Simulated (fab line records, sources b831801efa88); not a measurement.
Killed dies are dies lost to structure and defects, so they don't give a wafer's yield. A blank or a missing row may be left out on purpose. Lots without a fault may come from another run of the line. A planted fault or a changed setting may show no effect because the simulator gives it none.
fab line records | flow gf180mcu
record lots=15 wafers=45 last_day=32
route steps=602 shown V2@385 M3@409
lots that met no fault: from a run of the same line without faults
start_h: hours from the record's first day to the start of the lot's first wafer shown | wait_h: hours since the lot's step before | " the same as in the row above | L1.1+2: a row that stands for several wafers | - no value, or no start given | * or withheld: withheld | < > ~ a bound
route shown NAME@n: a module of which the file shows steps, and the number in the route of the first | usual: mean/standard deviation of fault-free wafers | same: alike in all rows | chamber/n: place in a boat | sites: the reading at each site | _std_site: their standard deviation | _edge_site: outer sites' mean less inner sites' | radius_mm: how far each site lies from the wafer's centre | mask NAME#n: copy n | behind: the tool/chamber that last shaped the wafer | hold: why the lot was held/for how many hours/how that ended | device: the transistor (n, p or np) that didn't switch | end of line: the same wafers' tests at the end of the route | a step without rows: its recipe alone | killed: dies lost to structure and defects at the first sort, not the wafer's yield | map: a wafer's dies, x killed, . not, _ none there
set.NAME: the setting as run; set.NAME@STEP: as run at that earlier step | model.NAME: the simulator's own value behind a step, which no gauge read
steps of the route over a sample of lots; a table a step, a row a wafer
services: from which hour (start_h, from the record's first day; less than 0 if before it) a tool's chamber was out of use, for how many hours, and why
## steps
# step GF_V2_THK_MEAS_03
# recipe reads=SiO2_of_V2_CVD_02
# usual V2_CVD_02_THK=849/12
# columns lot.wafer tool chamber start_h wait_h V2_CVD_02_THK[nm]
L976.2 film_metro-04 - 437.84 0.1 850
L976.3 " - " " 852
L976.5 " - " " 856
L977.2 film_metro-01 - 455.01 0.1 832
L977.3 " - " " 843
L977.5 " - " " 855
L978.1 film_metro-04 - 471.38 0.1 834
L978.2 " - " " 827
L978.6 " - " " 844
L979.1 film_metro-03 - 471.99 0.0 867
L979.2 " - " " 849
L979.3 " - " " 857
L980.1 film_metro-03 - 490.64 0.0 845
L980.2 " - " " 848
L980.3 " - " " 847
L981.2 film_metro-01 - 492.59 0.0 859
L981.3 " - " " 839
L981.6 " - " " 872
L982.1 film_metro-04 - 502.20 0.0 852
L982.2 " - " " 857
L982.4 " - " " 858
L984.3 film_metro-01 - 517.22 0.1 846
L984.4 " - " " 842
L984.5 " - " " 862
L986.1 film_metro-03 - 528.67 0.0 843
L986.2 " - " " 821
L986.4 " - " " 849
L987.2 film_metro-04 - 538.69 0.1 837
L987.5 " - " " 850
L987.6 " - " " 864
L988.1 film_metro-03 - 544.98 0.0 857
L988.3 " - " " 831
L988.6 " - " " 842
L989.3 film_metro-03 - 552.15 0.1 849
L989.4 " - " " 856
L989.5 " - " " 859
L992.3 film_metro-04 - 576.67 0.1 835
L992.5 " - " " 854
L992.6 " - " " 859
L993.2 film_metro-01 - 585.40 0.0 831
L993.3 " - " " 848
L993.4 " - " " 845
L994.2 film_metro-03 - 587.33 0.0 841
L994.5 " - " " 865
L994.6 " - " " 866
# step GF_V2_CD_MEAS_14
# recipe target_cd_nm=260
# usual cd_nm=259.9/1.3
# columns lot.wafer tool chamber start_h wait_h cd_nm
L976.2 cd_sem-02 - 462.38 0.1 259.9
L976.3 " - " " 258.3
L976.5 " - " " 260.3
L977.2 cd_sem-02 - 479.38 0.1 262.8
L977.3 " - " " 261.3
L977.5 " - " " 260.8
L978.1 cd_sem-01 - 495.68 0.1 257.5
L978.2 " - " " 257.6
L978.6 " - " " 258.8
L979.1 cd_sem-02 - 496.03 0.1 256.2
L979.2 " - " " 256.9
L979.3 " - " " 257.6
L980.1 cd_sem-01 - 513.98 0.1 260.1
L980.2 " - " " 259.2
L980.3 " - " " 258.9
L981.2 cd_sem-01 - 516.00 0.1 260.7
L981.3 " - " " 260.5
L981.6 " - " " 261.6
L982.1 cd_sem-02 - 525.01 0.1 257.6
L982.2 " - " " 258.8
L982.4 " - " " 259.2
L984.3 cd_sem-01 - 540.59 0.2 258.3
L984.4 " - " " 259.5
L984.5 " - " " 259.4
L986.1 cd_sem-02 - 550.83 0.1 261.5
L986.2 " - " " 261.4
L986.4 " - " " 262.0
L987.2 cd_sem-01 - 561.65 0.2 259.6
L987.5 " - " " 258.9
L987.6 " - " " 258.8
L988.1 cd_sem-01 - 567.76 0.1 260.7
L988.3 " - " " 261.4
L988.6 " - " " 259.9
L989.3 cd_sem-02 - 574.17 0.1 260.4
L989.4 " - " " 261.1
L989.5 " - " " 260.9
L992.3 cd_sem-01 - 598.45 0.1 260.3
L992.5 " - " " 260.7
L992.6 " - " " 259.4
L993.2 cd_sem-01 - 606.18 0.1 259.3
L993.3 " - " " 260.5
L993.4 " - " " 260.2
L994.2 cd_sem-02 - 609.05 0.1 257.8
L994.5 " - " " 259.2
L994.6 " - " " 258.8
# step GF_M3_SPUTTER_00
# recipe material=Ti target_thk_nm=37.5 arriving_ion_energy_ev=80 substrate_temp_c=200 chamber_pressure_pa=2 power_w=4000 time_s=150
# usual cathode_dc_power_W=4000.0/0.76 chamber_pressure_pa=2.000/0.0041 throttle_valve_pct=30.1/1.1
# columns lot.wafer tool chamber start_h wait_h cathode_dc_power_W chamber_pressure_pa throttle_valve_pct
L976.2 pvd_sputter-03 - 464.01 0.1 4000.1 2.001 29.4
L976.3 " - " " 3999.6 1.994 29.9
L976.5 " - " " 3999.2 1.994 30.2
L977.2 pvd_sputter-04 - 480.88 0.2 3999.6 1.995 31.0
L977.3 " - " " 3999.5 1.996 30.1
L977.5 " - " " 4000.1 1.995 30.3
L978.1 pvd_sputter-03 - 497.19 0.2 3999.1 2.004 32.9
L978.2 " - " " 4000.8 2.005 29.3
L978.6 " - " " 4000.6 1.998 29.4
L979.1 pvd_sputter-04 - 497.55 0.2 4000.9 2.001 30.3
L979.2 " - " " 4000.1 1.997 31.0
L979.3 " - " " 4000.1 2.005 30.5
L980.1 pvd_sputter-04 - 515.56 0.1 4000.2 1.992 29.8
L980.2 " - " " 3999.5 1.994 30.0
L980.3 " - " " 3998.8 2.004 30.6
L981.2 pvd_sputter-03 - 517.53 0.2 3999.6 2.002 29.8
L981.3 " - " " 4000.1 1.995 29.2
L981.6 " - " " 4001.0 2.001 29.2
L982.1 pvd_sputter-04 - 526.52 0.2 3999.0 1.995 29.4
L982.2 " - " " 3998.5 1.997 30.3
L982.4 " - " " 4000.2 2.003 30.6
L984.3 pvd_sputter-04 - 542.06 0.1 4001.8 2.000 30.0
L984.4 " - " " 4000.2 1.996 30.8
L984.5 " - " " 3999.4 2.002 29.4
L986.1 pvd_sputter-01 - 552.37 0.2 3999.8 2.003 28.9
L986.2 " - " " 4000.9 1.999 29.8
L986.4 " - " " 3999.7 1.997 30.6
L987.2 pvd_sputter-01 - 563.17 0.2 4000.2 1.997 29.1
L987.5 " - " " 3999.4 2.003 28.8
L987.6 " - " " 4000.4 1.997 30.4
L988.1 pvd_sputter-03 - 569.27 0.1 3999.9 2.001 29.3
L988.3 " - " " 4000.8 1.998 29.1
L988.6 " - " " 3999.4 1.999 33.2
L989.3 pvd_sputter-01 - 575.65 0.1 3999.4 1.994 28.5
L989.4 " - " " 4000.3 1.998 29.1
L989.5 " - " " 3999.4 1.994 29.8
L992.3 pvd_sputter-03 - 599.94 0.2 - - -
L992.5 " - " " - - -
L992.6 " - " " - - -
L993.2 pvd_sputter-04 - 607.70 0.1 - - -
L993.3 " - " " - - -
L993.4 " - " " - - -
L994.2 pvd_sputter-03 - 610.54 0.1 - - -
L994.5 " - " " - - -
L994.6 " - " " - - -
# step GF_M3_SPUTTER_01
# recipe material=TiN target_thk_nm=30 power_w=6500 time_s=25 chamber_pressure_pa=0.4
# usual cathode_dc_power_W=6500.0/1.1 chamber_pressure_pa=0.4001/0.00082 throttle_valve_pct=30.0/1.1
# columns lot.wafer tool chamber start_h wait_h cathode_dc_power_W chamber_pressure_pa throttle_valve_pct
L976.2 pvd_sputter-03 - 464.11 0.1 6501.5 0.4012 29.5
L976.3 " - " " 6500.9 0.4006 29.9
L976.5 " - " " 6500.1 0.3997 30.0
L977.2 pvd_sputter-04 - 480.98 0.1 6499.6 0.3996 30.7
L977.3 " - " " 6500.2 0.4011 30.0
L977.5 " - " " 6499.2 0.4003 30.3
L978.1 pvd_sputter-03 - 497.29 0.1 6500.1 0.3998 32.9
L978.2 " - " " 6500.0 0.3990 29.3
L978.6 " - " " 6502.5 0.3991 29.4
L979.1 pvd_sputter-04 - 497.65 0.1 6501.4 0.4013 30.3
L979.2 " - " " 6500.4 0.3995 31.0
L979.3 " - " " 6500.2 0.3987 30.9
L980.1 pvd_sputter-04 - 515.66 0.1 6499.4 0.4002 29.6
L980.2 " - " " 6499.5 0.3984 29.9
L980.3 " - " " 6500.3 0.4007 30.9
L981.2 pvd_sputter-03 - 517.63 0.1 6501.4 0.4004 29.9
L981.3 " - " " 6501.0 0.4001 29.5
L981.6 " - " " 6498.9 0.3999 29.2
L982.1 pvd_sputter-04 - 526.62 0.1 6501.3 0.3999 29.5
L982.2 " - " " 6500.3 0.3990 30.2
L982.4 " - " " 6499.7 0.4015 31.0
L984.3 pvd_sputter-04 - 542.16 0.1 6501.5 0.3996 30.4
L984.4 " - " " 6498.5 0.3996 30.8
L984.5 " - " " 6499.8 0.3992 29.6
L986.1 pvd_sputter-01 - 552.47 0.1 6501.1 0.4010 28.8
L986.2 " - " " 6499.3 0.4001 30.1
L986.4 " - " " 6500.2 0.4002 30.3
L987.2 pvd_sputter-01 - 563.27 0.1 6499.6 0.3996 28.7
L987.5 " - " " 6500.7 0.4002 28.9
L987.6 " - " " 6498.8 0.3988 30.5
L988.1 pvd_sputter-03 - 569.37 0.1 6500.5 0.4005 29.4
L988.3 " - " " 6501.1 0.3997 29.3
L988.6 " - " " 6499.9 0.4002 33.0
L989.3 pvd_sputter-01 - 575.75 0.1 6501.1 0.3994 28.8
L989.4 " - " " 6500.5 0.3996 28.9
L989.5 " - " " 6498.4 0.4004 30.0
L992.3 pvd_sputter-03 - 600.04 0.1 6500.3 0.4000 33.0
L992.5 " - " " 6498.1 0.3996 29.6
L992.6 " - " " 6501.0 0.3999 29.4
L993.2 pvd_sputter-04 - 607.80 0.1 6498.4 0.4003 30.7
L993.3 " - " " 6496.8 0.4006 31.1
L993.4 " - " " 6499.8 0.3986 30.2
L994.2 pvd_sputter-03 - 610.64 0.1 6502.3 0.4017 30.0
L994.5 " - " " 6500.4 0.3993 29.4
L994.6 " - " " 6498.6 0.4004 29.6
## services
# columns tool chamber start_h hours kind
pvd_sputter-03 - 571.32 8.4 repair
## key
first_sign step=GF_M3_SPUTTER_00 reading=tool_record direction=missing
effect none on later readings
met_at GF_M3_SPUTTER_00
struck_lots L992,L993,L994
later_rows_left_out L992.3,L992.5,L992.6,L993.2,L993.3,L993.4,L994.2,L994.5,L994.6
sort_left_out L992.3,L992.5,L992.6,L993.2,L993.3,L993.4,L994.2,L994.5,L994.6
not_acting_at GF_V2_THK_MEAS_03,GF_V2_CD_MEAS_14,GF_M3_SPUTTER_01
onset_between 569.27 599.94
fault kind=skipped_step_whole tool=pvd_sputter-03,pvd_sputter-04 chamber=- onset_h=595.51 steps=GF_M3_SPUTTER_00 scope=struck_lots_only
# sort_left_out: the simulated sort isn't trusted on such a fault, so these wafers' sort isn't shown, and their yield isn't known
# later_rows_left_out: the simulator's readings of these wafers behind a module that went badly wrong aren't trusted and aren't shown, but for the sort
